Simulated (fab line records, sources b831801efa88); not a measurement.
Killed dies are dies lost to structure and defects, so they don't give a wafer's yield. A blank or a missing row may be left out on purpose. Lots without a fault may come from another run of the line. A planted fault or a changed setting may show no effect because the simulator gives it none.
Chamber matching | flow sky130 | SKY_SPACER_ETCHBACK_02 on rie_diel-03: 4 sister chambers
The step etches Si3N4 in CH3F/O2, stops on SiO2, time 46.7 s, target depth 45 nm. 20 wafers are shown with their chamber, then 10 later ones without.

WAFERS WITH THEIR CHAMBER
wafer  | chamber | drypump_motor_current_A (A) | oes_product_au (a.u.) | throttle_valve_pct (%)
L075.1 | 3       | 6.0                         | 0.866                 | 10.566
L075.2 | 0       | 4.9                         | 0.850                 | 10.559
L075.3 | 2       | 5.8                         | 0.861                 | 10.545
L075.4 | 1       | 5.6                         | 0.848                 | 10.562
L075.5 | 3       | 6.0                         | 0.857                 | 10.564
L075.6 | 0       | 5.0                         | 0.851                 | 10.565
L079.2 | 0       | 5.0                         | 0.843                 | 10.560
L079.5 | 2       | 5.8                         | 0.862                 | 10.553
L079.6 | 1       | 5.6                         | 0.856                 | 10.576
L082.1 | 2       | 5.7                         | 0.845                 | 10.547
L082.3 | 3       | 6.0                         | 0.841                 | 10.562
L082.4 | 2       | 5.7                         | 0.855                 | 10.564
L084.4 | 2       | 5.7                         | 0.857                 | 10.569
L084.5 | 0       | 4.9                         | 0.851                 | 10.572
L084.6 | 3       | 6.0                         | 0.851                 | 10.564
L085.3 | 3       | 6.0                         | 0.851                 | 10.555
L085.4 | 0       | 5.0                         | 0.850                 | 10.546
L085.5 | 3       | 6.0                         | 0.850                 | 10.564
L087.2 | 1       | 5.6                         | 0.854                 | 10.557
L087.3 | 0       | 4.9                         | 0.851                 | 10.568

SIGNATURES (means of the wafers above)
reading                 | chamber 0 | chamber 1 | chamber 2 | chamber 3 | scatter within a chamber
drypump_motor_current_A | 4.950     | 5.600     | 5.740     | 6.000     | 0.0411
oes_product_au          | 0.84933   | 0.85267   | 0.85600   | 0.85267   | 0.00619
throttle_valve_pct      | 10.56167  | 10.56500  | 10.55560  | 10.56250  | 0.00839
Rule: a wafer's distance from a chamber is the root of the sum, over the readings, of the square of ((its reading less the chamber's mean) divided by the reading's scatter). The wafer belongs to the nearest chamber; if the next one is less than 2 further off, it can't be placed. The scatter: the root of (the sum of the squares of (reading less its chamber's mean) over the shown wafers, divided by (wafers less chambers)).

WAFERS WITHOUT THEIR CHAMBER
wafer  | drypump_motor_current_A (A) | oes_product_au (a.u.) | throttle_valve_pct (%)
L087.6 | 6.0                         | 0.851                 | 10.560
L089.1 | 5.8                         | 0.857                 | 10.554
L089.2 | 6.1                         | 0.857                 | 10.564
L089.3 | 5.0                         | 0.856                 | 10.582
L089.4 | 6.1                         | 0.857                 | 10.574
L089.5 | 5.8                         | 0.854                 | 10.564
L089.6 | 4.9                         | 0.858                 | 10.559
L091.2 | 5.0                         | 0.856                 | 10.556
L091.4 | 5.8                         | 0.861                 | 10.571
L091.5 | 5.8                         | 0.862                 | 10.562

WHICH CHAMBER EACH WENT THROUGH
wafer  | from the rows above | in truth
L087.6 | 3                   | 3
L089.1 | 2                   | 2
L089.2 | 3                   | 3
L089.3 | 0                   | 0
L089.4 | 3                   | 3
L089.5 | 2                   | 2
L089.6 | 0                   | 0
L091.2 | 0                   | 0
L091.4 | 2                   | 2
L091.5 | 2                   | 2
Placed correctly: 10 of 10. Can't be placed from these rows: 0. Placed wrongly: 0.
